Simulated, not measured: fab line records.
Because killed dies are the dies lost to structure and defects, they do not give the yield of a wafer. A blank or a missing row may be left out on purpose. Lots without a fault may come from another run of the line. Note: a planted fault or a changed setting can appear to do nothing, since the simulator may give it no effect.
fab line records | flow sfqLine
[record] lots = 6 | wafers = 18 | lastDay = 80
route steps=325 shown I4@164 JJ@178 M5@198 M8@325
lots that met no fault: taken from a fault-free run of the same line
startH: hours from the record's opening day to when the first of the lot's shown wafers began | waitH: time in hours since the lot's previous step | " identical to the entry in the row above | L1.1+2: one row covering several wafers at once | - either no value or no given start | * or withheld: withheld | < > ~ a bound
route shown NAME@n: names a module that has steps shown in the file, with the first one's number in the route | usual: the fault-free wafers' mean and standard deviation | same: alike in all rows | chamber/n: place in a boat | sites: the reading at each site | _std_site: how widely they spread, as a standard deviation | _edge_site: outer sites' mean less inner sites' | radiusMm: for every site, how far away it sits from the centre of the wafer | mask NAME#n: copy n | behind: the tool/chamber that last shaped the wafer | hold: the reason the lot was held/the length of the hold in hours/how it ended | device: the n, p or np transistor that did not switch | end of line: the tests these same wafers got at the end of their route | a step with no rows: only its recipe | killed: not the wafer's yield, but the dies lost to structure and defects at the first sort | map: a wafer's dies, marking killed ones x, the rest . and places with no die _
set.NAME: setting as actually run; set.NAME@STEP: the setting as run at that earlier step | model.NAME: the simulator's own value behind a step, which no gauge read
lots at selected steps of the route; one table per step, one row per wafer
services: a tool's chamber out of use, with start hour (startH, from the record's first day; less than 0 if before it), hours out, and reason
[[steps]]
[step SFQ_TRILAYER_I4_CMP_CMP_100]
[recipe] material = SiO2 | downForcePsi = 3 | platenRpm = 60 | padVelocityMS = 0.94248
[step SFQ_I4_BOW_MEAS_927]
[recipe] mode = bow
[usual] I4_BOW = 3/11
lot.wafer | tool         | chamber | startH  | waitH | I4_BOW[um]
L109.1    | filmMetro-01 | -       | 878.57  | 2.5   | 3
L109.2    | "            | -       | "       | "     | 12
L109.6    | "            | -       | "       | "     | 0
L110.2    | filmMetro-03 | -       | 887.59  | 2.0   | 1
L110.3    | "            | -       | "       | "     | 5
L110.4    | "            | -       | "       | "     | 7
L111.1    | filmMetro-01 | -       | 896.57  | 2.5   | 5
L111.4    | "            | -       | "       | "     | -4
L111.6    | "            | -       | "       | "     | -3
L117.2    | filmMetro-01 | -       | 1083.90 | 1.5   | 20
L117.5    | "            | -       | "       | "     | 31
L117.6    | "            | -       | "       | "     | 21
L119.1    | filmMetro-01 | -       | 1168.62 | 1.5   | 2
L119.4    | "            | -       | "       | "     | -1
L119.5    | "            | -       | "       | "     | -7
L128.4    | filmMetro-03 | -       | 1192.16 | 1.1   | -3
L128.5    | "            | -       | "       | "     | 2
L128.6    | "            | -       | "       | "     | -5
[step SFQ_TRILAYER_I4_METRO_MEASURE_101]
[usual] thkNm = 199.9/1
lot.wafer | tool         | chamber | startH  | waitH | thkNm
L109.1    | filmMetro-01 | -       | 878.69  | 0.1   | 200.3
L109.2    | "            | -       | "       | "     | 199.6
L109.6    | "            | -       | "       | "     | 199.9
L110.2    | filmMetro-03 | -       | 887.89  | 0.3   | 201.2
L110.3    | "            | -       | "       | "     | 200.8
L110.4    | "            | -       | "       | "     | 198.7
L111.1    | filmMetro-01 | -       | 896.69  | 0.1   | 199.8
L111.4    | "            | -       | "       | "     | 200.2
L111.6    | "            | -       | "       | "     | 198.2
L117.2    | filmMetro-01 | -       | 1084.20 | 0.3   | 200.4
L117.5    | "            | -       | "       | "     | 201.2
L117.6    | "            | -       | "       | "     | 200.6
L119.1    | filmMetro-01 | -       | 1168.74 | 0.1   | 200.7
L119.4    | "            | -       | "       | "     | 199.9
L119.5    | "            | -       | "       | "     | 199.6
L128.4    | filmMetro-03 | -       | 1192.82 | 0.6   | 201.2
L128.5    | "            | -       | "       | "     | 199.1
L128.6    | "            | -       | "       | "     | 199.4
[step SFQ_TRILAYER_I4_VIA_LITHO_COAT_108]
[recipe] resist = BARC | spinRpm = 3000 | resistThkNm = 62
[step SFQ_TRILAYER_I4_VIA_LITHO_COAT_103]
[recipe] resist = KrF | spinRpm = 3000 | resistThkNm = 650
[step SFQ_TRILAYER_I4_VIA_LITHO_SOFTBAKE_107]
[recipe] tempC = withheld | timeS = withheld | resist = KrF
[step SFQ_TRILAYER_I4_VIA_LITHO_EXPOSE_104]
[recipe] maskId = I4 | na = 0.6 | sourceShape = conventional | sigmaOuter = 0.65 | targetCdNm = 700 | doseMj = 21.3
[step SFQ_TRILAYER_I4_VIA_LITHO_PEB_106]
[recipe] pebTempC = 115 | pebTimeS = 60 | resist = KrF
[step SFQ_TRILAYER_I4_VIA_LITHO_DEVELOP_105]
[recipe] timeS = 60 | resist = KrF
[step SFQ_I4_OVL_MEAS_928]
[usual] I4_OVL = 0/5.2
lot.wafer | tool       | chamber | startH  | waitH | I4_OVL[nm]
L109.1    | overlay-01 | -       | 888.38  | 0.1   | -3
L109.2    | "          | -       | "       | "     | -4
L109.6    | "          | -       | "       | "     | -3
L110.2    | overlay-01 | -       | 904.99  | 0.1   | -1
L110.3    | "          | -       | "       | "     | 2
L110.4    | "          | -       | "       | "     | 4
L111.1    | overlay-02 | -       | 916.53  | 0.1   | -1
L111.4    | "          | -       | "       | "     | -4
L111.6    | "          | -       | "       | "     | -4
L117.2    | overlay-02 | -       | 1092.42 | 0.1   | -8
L117.5    | "          | -       | "       | "     | -13
L117.6    | "          | -       | "       | "     | 0
L119.1    | overlay-01 | -       | 1283.50 | 0.1   | 11
L119.4    | "          | -       | "       | "     | 6
L119.5    | "          | -       | "       | "     | 1
L128.4    | overlay-02 | -       | 1298.05 | 0.1   | 5
L128.5    | "          | -       | "       | "     | 10
L128.6    | "          | -       | "       | "     | 10
[step SFQ_TRILAYER_I4_VIA_BARC_OPEN_VIA_ETCH_146]
[recipe] maskMaterial = PR | chemistry = O2 | targetDepthNm = 125 | target = BARC | sourceW = 500 | biasW = 80 | pressureMtorr = 30 | timeS = 41.7
[step SFQ_TRILAYER_I4_VIA_ETCH_VIA_ETCH_106]
[recipe] target = SiO2 | stopOn = Nb | maskMaterial = PR | taperDeg = 20 | chemistry = CHF3 | targetDepthNm = 260 | sourceW = 500 | biasW = 80 | pressureMtorr = 30 | timeS = withheld
[usual] drypumpMotorCurrentA = 5.8/0.46 | oesProductAu = 0.854/0.0055
lot.wafer | tool       | chamber | startH  | waitH | drypumpMotorCurrentA | oesProductAu
L109.1    | rieDiel-02 | 1       | 888.45  | 0.0   | 5.4                  | 0.851
L109.2    | "          | 2       | "       | "     | 5.4                  | 0.855
L109.6    | "          | 0       | "       | "     | 6.4                  | 0.854
L110.2    | rieDiel-04 | 1       | 905.05  | 0.0   | 5.4                  | 0.855
L110.3    | "          | 3       | "       | "     | 5.6                  | 0.861
L110.4    | "          | 0       | "       | "     | 6.1                  | 0.848
L111.1    | rieDiel-02 | 2       | 916.60  | 0.0   | 5.4                  | 0.852
L111.4    | "          | 2       | "       | "     | 5.4                  | 0.857
L111.6    | "          | 1       | "       | "     | 5.4                  | 0.844
L117.2    | rieDiel-02 | 0       | 1092.49 | 0.0   | 6.4                  | 0.844
L117.5    | "          | 2       | "       | "     | 5.4                  | 0.854
L117.6    | "          | 3       | "       | "     | 6.2                  | 0.856
L119.1    | rieDiel-03 | 0       | 1283.58 | 0.0   | 6.4                  | 0.854
L119.4    | "          | 1       | "       | "     | 5.6                  | 0.852
L119.5    | "          | 3       | "       | "     | 5.0                  | 0.855
L128.4    | rieDiel-03 | 1       | 1298.10 | 0.0   | 5.6                  | 0.858
L128.5    | "          | 2       | "       | "     | 6.4                  | 0.856
L128.6    | "          | 1       | "       | "     | 5.6                  | 0.855
[step SFQ_TRILAYER_I4_VIA_STRIP_STRIP_107]
[recipe] gas = O2 | powerW = 200 | platenTempC = 40 | overashFraction = 0.65 | chemistry = O2 | pressureMtorr = 50
[usual] chamberPressureMTorr = 50.00/0.045 | drypumpMotorCurrentA = 6.0/0.41 | oesProductAu = 1.003/0.009
lot.wafer | tool        | chamber | startH  | waitH | chamberPressureMTorr | drypumpMotorCurrentA | oesProductAu | rfHoursCounterH | model.KrF_of_TRILAYER_I4_VIA_LITHO_COAT_103.thkNm | model.BARC_of_TRILAYER_I4_VIA_LITHO_COAT_108.thkNm
L109.1    | rieMetal-03 | 1       | 888.57  | -     | 49.95                | 6.3                  | 1.004        | 121             | 0                                                 | 0
L109.2    | "           | 1       | "       | "     | 49.96                | 6.3                  | 1.001        | -               | 0                                                 | 0
L109.6    | "           | 1       | "       | "     | 49.93                | 6.3                  | 1.008        | -               | 0                                                 | 0
L110.2    | rieMetal-02 | 1       | 905.17  | -     | -                    | -                    | -            | -               | 531.2                                             | 61.83
L110.3    | "           | 0       | "       | "     | -                    | -                    | -            | -               | 527.8                                             | 61.89
L110.4    | "           | 1       | "       | "     | -                    | -                    | -            | -               | 532.6                                             | 61.77
L111.1    | rieMetal-03 | 0       | 916.72  | -     | -                    | -                    | -            | -               | 527.8                                             | 61.93
L111.4    | "           | 0       | "       | "     | -                    | -                    | -            | -               | 528.7                                             | 62.02
L111.6    | "           | 1       | "       | "     | -                    | -                    | -            | -               | 526.5                                             | 62.1
L117.2    | rieMetal-02 | 0       | 1092.61 | -     | 50.08                | 6.5                  | 1.001        | 104             | 0                                                 | 0
L117.5    | "           | 1       | "       | "     | 49.93                | 5.2                  | 1.012        | -               | 0                                                 | 0
L117.6    | "           | 0       | "       | "     | 50.07                | 6.5                  | 0.997        | -               | 0                                                 | 0
L119.1    | rieMetal-04 | 1       | 1283.69 | -     | 49.96                | 5.7                  | 1.014        | 47              | 0                                                 | 0
L119.4    | "           | 1       | "       | "     | 50.01                | 5.7                  | 1.007        | -               | 0                                                 | 0
L119.5    | "           | 1       | "       | "     | 50.02                | 5.7                  | 0.997        | -               | 0                                                 | 0
L128.4    | rieMetal-03 | 0       | 1298.42 | -     | 50.03                | 5.5                  | 0.995        | -               | 0                                                 | 0
L128.5    | "           | 1       | "       | "     | 50.09                | 6.3                  | 1.012        | -               | 0                                                 | 0
L128.6    | "           | 0       | "       | "     | 50.01                | 5.5                  | 0.983        | -               | 0                                                 | 0
[step SFQ_TRILAYER_I4_VIA_STRIP_SOLV_CLEAN_108]
[recipe] chemistry = NMP | tempC = 70 | timeS = 600
[step SFQ_TRILAYER_JJ_TRILAYER_DEP_PRE_CLEAN_113]
[recipe] gas = Ar | timeS = 22.5 | biasV = 250
[step SFQ_TRILAYER_JJ_TRILAYER_DEP_SPUTTER_109]
[recipe] material = Nb | basePressurePa = 1.33e-06 | chamberPressurePa = 0.1333 | substrateTempC = 20 | targetThkNm = 150 | powerW = 2000 | timeS = 100
[step SFQ_TRILAYER_JJ_TRILAYER_DEP_SPUTTER_110]
[recipe] material = Al | basePressurePa = 1.33e-06 | targetThkNm = 8 | powerW = 500 | timeS = 10 | chamberPressurePa = 0.4
[step SFQ_TRILAYER_JJ_TRILAYER_DEP_AL_OXIDATION_111]
[recipe] pressureMbar = 0.014667 | oxidationTimeS = 600 | temperatureK = 293
[step SFQ_TRILAYER_JJ_TRILAYER_DEP_SPUTTER_112]
[recipe] material = Nb | basePressurePa = 1.33e-06 | chamberPressurePa = 0.1333 | substrateTempC = 20 | targetThkNm = 170 | powerW = 2000 | timeS = 113.3
[usual] throttleValvePct = 30.3/1.3
lot.wafer | tool          | chamber | startH  | waitH | throttleValvePct
L109.1    | pvdSputter-05 | -       | 891.07  | 0.5   | 32.3
L109.2    | "             | -       | "       | "     | 29.9
L109.6    | "             | -       | "       | "     | 30.1
L110.2    | pvdSputter-04 | -       | 907.08  | 0.5   | 31.3
L110.3    | "             | -       | "       | "     | 31.9
L110.4    | "             | -       | "       | "     | 31.2
L111.1    | pvdSputter-05 | -       | 918.62  | 0.5   | 29.9
L111.4    | "             | -       | "       | "     | 28.9
L111.6    | "             | -       | "       | "     | 32.4
L117.2    | pvdSputter-04 | -       | 1094.50 | 0.5   | 31.2
L117.5    | "             | -       | "       | "     | 31.2
L117.6    | "             | -       | "       | "     | 30.0
L119.1    | pvdSputter-05 | -       | 1285.59 | 0.5   | 30.0
L119.4    | "             | -       | "       | "     | 30.2
L119.5    | "             | -       | "       | "     | 28.9
L128.4    | pvdSputter-05 | -       | 1300.12 | 0.5   | 32.5
L128.5    | "             | -       | "       | "     | 32.7
L128.6    | "             | -       | "       | "     | 30.1
[step SFQ_JJ_RS_MEAS_929]
[recipe] thkMeasGauge = four-point-probe | reads = Nb_of_TRILAYER_JJ_TRILAYER_DEP_SPUTTER_112
[usual] JJ_NB_RS = 1.046/0.011
lot.wafer | tool         | chamber | startH  | waitH | JJ_NB_RS[ohm/sq]
L109.1    | filmMetro-03 | -       | 891.15  | 0.0   | 1.051
L109.2    | "            | -       | "       | "     | 1.040
L109.6    | "            | -       | "       | "     | 1.059
L110.2    | filmMetro-04 | -       | 907.18  | 0.1   | 1.048
L110.3    | "            | -       | "       | "     | 1.038
L110.4    | "            | -       | "       | "     | 1.065
L111.1    | filmMetro-04 | -       | 918.70  | 0.0   | 1.042
L111.4    | "            | -       | "       | "     | 1.045
L111.6    | "            | -       | "       | "     | 1.041
L117.2    | filmMetro-03 | -       | 1094.60 | 0.1   | 1.035
L117.5    | "            | -       | "       | "     | 1.041
L117.6    | "            | -       | "       | "     | 1.045
L119.1    | filmMetro-04 | -       | 1285.67 | 0.0   | 1.031
L119.4    | "            | -       | "       | "     | 1.057
L119.5    | "            | -       | "       | "     | 1.045
L128.4    | filmMetro-03 | -       | 1300.26 | 0.1   | 1.061
L128.5    | "            | -       | "       | "     | 1.057
L128.6    | "            | -       | "       | "     | 1.051
[step SFQ_TRILAYER_JJ_CE_LITHO_COAT_119]
[recipe] resist = BARC | spinRpm = 3000 | resistThkNm = 62
[step SFQ_TRILAYER_JJ_CE_LITHO_COAT_114]
[recipe] resist = KrF | spinRpm = 3000 | resistThkNm = 600
[step SFQ_TRILAYER_JJ_CE_LITHO_SOFTBAKE_118]
[recipe] tempC = withheld | timeS = withheld | resist = KrF
[step SFQ_TRILAYER_JJ_CE_LITHO_EXPOSE_115]
[recipe] maskId = J5 | na = 0.6 | sourceShape = conventional | sigmaOuter = 0.65 | targetCdNm = 700 | doseMj = 14.4
[step SFQ_TRILAYER_JJ_CE_LITHO_PEB_117]
[recipe] pebTempC = 115 | pebTimeS = 60 | resist = KrF
[step SFQ_TRILAYER_JJ_CE_LITHO_DEVELOP_116]
[recipe] timeS = 60 | resist = KrF
[step SFQ_JJ_OVL_MEAS_931]
[usual] J5_OVL = 4/5.7
lot.wafer | tool       | chamber | startH  | waitH | J5_OVL[nm]
L109.1    | overlay-01 | -       | 906.18  | 0.1   | 3
L109.2    | "          | -       | "       | "     | 5
L109.6    | "          | -       | "       | "     | 7
L110.2    | overlay-02 | -       | 924.58  | 0.1   | 12
L110.3    | "          | -       | "       | "     | 12
L110.4    | "          | -       | "       | "     | 11
L111.1    | overlay-01 | -       | 928.92  | 0.1   | 9
L111.4    | "          | -       | "       | "     | 4
L111.6    | "          | -       | "       | "     | 7
L117.2    | overlay-01 | -       | 1129.74 | 0.1   | 0
L117.5    | "          | -       | "       | "     | -2
L117.6    | "          | -       | "       | "     | -7
L119.1    | overlay-01 | -       | 1408.97 | 0.1   | 2
L119.4    | "          | -       | "       | "     | 1
L119.5    | "          | -       | "       | "     | 4
L128.4    | overlay-02 | -       | 1432.84 | 0.1   | -1
L128.5    | "          | -       | "       | "     | -3
L128.6    | "          | -       | "       | "     | 3
[step SFQ_TRILAYER_JJ_CE_METRO_MEASURE_117]
[step SFQ_TRILAYER_JJ_CE_BARC_OPEN_RIE_150]
[recipe] maskMaterial = PR | chemistry = O2 | targetDepthNm = 240 | target = BARC | icpW = 600 | biasW = 80 | pressureMtorr = 10 | timeS = 80
[step SFQ_TRILAYER_JJ_CE_ETCH_RIE_118]
[recipe] target = Nb | stopOn = Al2O3 | maskMaterial = PR | taperDeg = 13.257 | overEtchFrac = 0.15 | timeS = 97.7 | chemistry = SF6 | targetDepthNm = 170 | icpW = 600 | biasW = 80 | pressureMtorr = 10
[usual] drypumpMotorCurrentA = 5.8/0.37 | oesProductAu = 0.991/0.0069
[same] overEtchFrac = 0.15
lot.wafer | tool        | chamber | startH  | waitH | drypumpMotorCurrentA | oesProductAu | rfHoursCounterH
L109.1    | rieMetal-01 | 0       | 907.51  | 0.1   | 5.8                  | 0.991        | 157
L109.2    | "           | 1       | "       | "     | 5.7                  | 0.991        | 20
L109.6    | "           | 1       | "       | "     | 5.7                  | 0.986        | -
L110.2    | rieMetal-02 | 1       | 925.93  | 0.1   | 5.2                  | 0.987        | 130
L110.3    | "           | 1       | "       | "     | 5.2                  | 0.985        | -
L110.4    | "           | 0       | "       | "     | 6.5                  | 0.979        | -
L111.1    | rieMetal-02 | 1       | 930.25  | 0.1   | 5.2                  | 0.989        | 130
L111.4    | "           | 1       | "       | "     | 5.2                  | 0.992        | -
L111.6    | "           | 1       | "       | "     | 5.2                  | 0.991        | -
L117.2    | rieMetal-01 | 1       | 1131.06 | 0.1   | 5.7                  | 0.993        | 54
L117.5    | "           | 1       | "       | "     | 5.7                  | 0.978        | -
L117.6    | "           | 0       | "       | "     | 5.8                  | 0.997        | -
L119.1    | rieMetal-03 | 0       | 1410.33 | 0.1   | 5.6                  | 1.002        | 82
L119.4    | "           | 1       | "       | "     | 6.3                  | 0.986        | -
L119.5    | "           | 1       | "       | "     | 6.3                  | 0.990        | -
L128.4    | rieMetal-03 | 1       | 1434.18 | 0.1   | 6.3                  | 0.992        | -
L128.5    | "           | 1       | "       | "     | 6.3                  | 0.992        | -
L128.6    | "           | 0       | "       | "     | 5.5                  | 0.980        | -
[step SFQ_TRILAYER_JJ_ANODIZE_ANODIZE_119]
[recipe] currentDensityMaCm2 = withheld | endCurrentDensityMaCm2 = withheld | bathTempC = withheld
[step SFQ_TRILAYER_JJ_CE_STRIP_STRIP_120]
[recipe] gas = O2 | powerW = 200 | platenTempC = 40 | overashFraction = 0.65 | chemistry = O2 | pressureMtorr = 50
[step SFQ_TRILAYER_JJ_CE_STRIP_SOLV_CLEAN_121]
[recipe] chemistry = NMP | tempC = 70 | timeS = 600
[step SFQ_TRILAYER_M5_LITHO_COAT_128]
[recipe] resist = BARC | spinRpm = 3000 | resistThkNm = 62
[step SFQ_TRILAYER_M5_LITHO_COAT_123]
[recipe] resist = KrF | spinRpm = 3000 | resistThkNm = 600
[step SFQ_TRILAYER_M5_LITHO_SOFTBAKE_127]
[recipe] tempC = withheld | timeS = withheld | resist = KrF
[step SFQ_TRILAYER_M5_LITHO_EXPOSE_124]
[recipe] maskId = M5 | na = 0.6 | sourceShape = conventional | sigmaOuter = 0.65 | targetCdNm = 700 | doseMj = 14.4
[step SFQ_TRILAYER_M5_LITHO_PEB_126]
[recipe] pebTempC = 115 | pebTimeS = 60 | resist = KrF
[step SFQ_TRILAYER_M5_LITHO_DEVELOP_125]
[recipe] timeS = 60 | resist = KrF
[step SFQ_M5_OVL_MEAS_932]
[usual] M5_OVL = 0/4.6
lot.wafer | tool       | chamber | startH  | waitH | M5_OVL[nm]
L109.1    | overlay-02 | -       | 1045.05 | 0.1   | -1
L109.2    | "          | -       | "       | "     | -1
L109.6    | "          | -       | "       | "     | 2
L110.2    | overlay-02 | -       | 1067.86 | 0.1   | 1
L110.3    | "          | -       | "       | "     | 2
L110.4    | "          | -       | "       | "     | 5
L111.1    | overlay-02 | -       | 1069.18 | 0.1   | -4
L111.4    | "          | -       | "       | "     | -2
L111.6    | "          | -       | "       | "     | -1
L117.2    | overlay-01 | -       | 1138.14 | 0.1   | -2
L117.5    | "          | -       | "       | "     | 3
L117.6    | "          | -       | "       | "     | 0
L119.1    | overlay-01 | -       | 1420.70 | 0.1   | 0
L119.4    | "          | -       | "       | "     | 1
L119.5    | "          | -       | "       | "     | 2
L128.4    | overlay-01 | -       | 1437.92 | 0.1   | 2
L128.5    | "          | -       | "       | "     | 1
L128.6    | "          | -       | "       | "     | 1
[step SFQ_TRILAYER_M5_BARC_OPEN_METAL_ETCH_161]
[recipe] maskMaterial = PR | chemistry = O2 | targetDepthNm = 125 | target = BARC | icpW = 600 | biasW = 80 | pressureMtorr = 10 | timeS = 41.7
[usual] drypumpMotorCurrentA = 5.9/0.4 | oesProductAu = 0.685/0.0048
lot.wafer | tool        | chamber | startH  | waitH | drypumpMotorCurrentA | oesProductAu | rfHoursCounterH
L109.1    | rieMetal-02 | 0       | 1045.09 | 0.0   | 6.5                  | 0.685        | 92
L109.2    | "           | 1       | "       | "     | 5.2                  | 0.676        | 146
L109.6    | "           | 0       | "       | "     | 6.5                  | 0.686        | -
L110.2    | rieMetal-01 | 1       | 1067.89 | 0.0   | 5.7                  | 0.685        | 43
L110.3    | "           | 1       | "       | "     | 5.7                  | 0.692        | -
L110.4    | "           | 0       | "       | "     | 5.8                  | 0.690        | -
L111.1    | rieMetal-04 | 1       | 1069.22 | 0.0   | 5.7                  | 0.688        | 14
L111.4    | "           | 0       | "       | "     | 6.3                  | 0.688        | -
L111.6    | "           | 1       | "       | "     | 5.7                  | 0.689        | -
L117.2    | rieMetal-02 | 0       | 1138.17 | 0.0   | 6.5                  | 0.690        | 112
L117.5    | "           | 1       | "       | "     | 5.2                  | 0.682        | -
L117.6    | "           | 0       | "       | "     | 6.5                  | 0.683        | -
L119.1    | rieMetal-04 | 1       | 1420.74 | 0.0   | 5.7                  | 0.691        | 67
L119.4    | "           | 1       | "       | "     | 5.7                  | 0.688        | -
L119.5    | "           | 0       | "       | "     | 6.3                  | 0.689        | -
L128.4    | rieMetal-02 | 0       | 1437.96 | 0.0   | 6.5                  | 0.678        | -
L128.5    | "           | 0       | "       | "     | 6.5                  | 0.687        | -
L128.6    | "           | 1       | "       | "     | 5.2                  | 0.683        | -
[step SFQ_M8_BOW_MEAS_951]
[recipe] mode = bow
[usual] M8_BOW = 7/12
lot.wafer | tool         | chamber | startH  | waitH | M8_BOW[um] | model.etest.m5.ohmSq | model.etest.m5.ohmUm | model.etest.i4.linkOhm | model.etest.i5.linkOhm | model.etest.jj.gTimes
L109.1    | filmMetro-01 | -       | 1628.80 | 0.0   | 6          | 1.187                | 1.692                | 2.179                  | 2.263                  | 0.9953
L109.2    | "            | -       | "       | "     | 15         | 1.202                | 1.723                | 2.182                  | 2.277                  | 1.007
L109.6    | "            | -       | "       | "     | 4          | 1.183                | 1.694                | 2.174                  | 2.269                  | 1.004
L110.2    | filmMetro-02 | -       | 1630.02 | 0.0   | -2         | 1e+06                | 1e+06                | 1e+06                  | 1e+06                  | 0
L110.3    | "            | -       | "       | "     | 1          | 1e+06                | 1e+06                | 1e+06                  | 1e+06                  | 0
L110.4    | "            | -       | "       | "     | 4          | 1e+06                | 1e+06                | 1e+06                  | 1e+06                  | 0
L111.1    | filmMetro-03 | -       | 1669.54 | 0.0   | 5          | 1e+06                | 1e+06                | 1e+06                  | 1e+06                  | 0
L111.4    | "            | -       | "       | "     | -6         | 1e+06                | 1e+06                | 1e+06                  | 1e+06                  | 0
L111.6    | "            | -       | "       | "     | -6         | 1e+06                | 1e+06                | 1e+06                  | 1e+06                  | 0
L117.2    | filmMetro-01 | -       | 1780.25 | 0.0   | 24         | 1.195                | 1.708                | 2.156                  | 2.296                  | 0.993
L117.5    | "            | -       | "       | "     | 35         | 1.188                | 1.707                | 2.157                  | 2.279                  | 0.9968
L117.6    | "            | -       | "       | "     | 27         | 1.194                | 1.705                | 2.162                  | 2.281                  | 0.994
L119.1    | filmMetro-02 | -       | 1789.23 | 0.0   | -2         | 1.192                | 1.704                | 2.157                  | 2.264                  | 1.006
L119.4    | "            | -       | "       | "     | -4         | 1.202                | 1.717                | 2.182                  | 2.293                  | 1.007
L119.5    | "            | -       | "       | "     | -10        | 1.21                 | 1.737                | 2.192                  | 2.282                  | 1.005
L128.4    | filmMetro-01 | -       | 1931.70 | 0.1   | -7         | 1.193                | 1.709                | 2.167                  | 2.262                  | 1.008
L128.5    | "            | -       | "       | "     | -2         | 1.184                | 1.698                | 2.173                  | 2.24                   | 1.006
L128.6    | "            | -       | "       | "     | -9         | 1.181                | 1.694                | 2.168                  | 2.246                  | 1.008
[[services]]
tool          | chamber | startH  | hours | kind
rieDiel-02    | 3       | 884.31  | 3.3   | repair
pvdSputter-05 | -       | 908.62  | 4.8   | repair
filmMetro-01  | -       | 945.23  | 0.6   | pm
rieMetal-03   | -       | 983.29  | 1.4   | pm
filmMetro-01  | -       | 1032.88 | 3.2   | pm
filmMetro-01  | -       | 1096.25 | 0.5   | pm
pvdSputter-05 | -       | 1104.82 | 2.1   | repair
rieMetal-03   | -       | 1118.96 | 0.3   | repair
pvdSputter-05 | -       | 1153.45 | 1.3   | repair
pvdSputter-05 | -       | 1168.23 | 1.8   | repair
filmMetro-01  | -       | 1170.27 | 142.2 | repair
pvdSputter-05 | -       | 1175.74 | 4.1   | repair
filmMetro-01  | -       | 1185.46 | 6.6   | repair
pvdSputter-05 | -       | 1227.69 | 2.8   | repair
rieMetal-02   | -       | 1248.71 | 1.4   | pm
rieMetal-02   | -       | 1272.87 | 14.6  | pm
filmMetro-01  | -       | 1312.49 | 0.2   | pm
filmMetro-01  | -       | 1312.73 | 0.8   | pm
filmMetro-01  | -       | 1313.49 | 0.3   | pm
filmMetro-01  | -       | 1342.19 | 0.8   | pm
filmMetro-01  | -       | 1354.37 | 10.2  | pm
rieMetal-02   | 0       | 1416.76 | 6.2   | repair
filmMetro-01  | -       | 1435.23 | 1.2   | pm
rieMetal-03   | -       | 1435.74 | 28.1  | pm
[[key]]
[firstSign] step = SFQ_TRILAYER_I4_VIA_STRIP_STRIP_107 | reading = toolRecord | direction = missing
effect none on later readings
[modelEffect] step = SFQ_TRILAYER_I4_VIA_STRIP_STRIP_107 | value = KrF_of_TRILAYER_I4_VIA_LITHO_COAT_103.thkNm | without = 0 | struck = 529.1
[modelEffect] step = SFQ_M8_BOW_MEAS_951 | value = etest.m5.ohmSq | without = 1.189 | struck = 1e+06
metAt SFQ_TRILAYER_I4_VIA_STRIP_STRIP_107
struckWafers L110.2,L110.3,L110.4,L111.1,L111.4,L111.6
onsetBetween 888.57 905.17
[fault] kind = skippedStepWhole | tool = rieMetal-02,rieMetal-03 | chamber = - | onsetH = 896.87 | steps = SFQ_TRILAYER_I4_VIA_STRIP_STRIP_107 | scope = struckLotsOnly
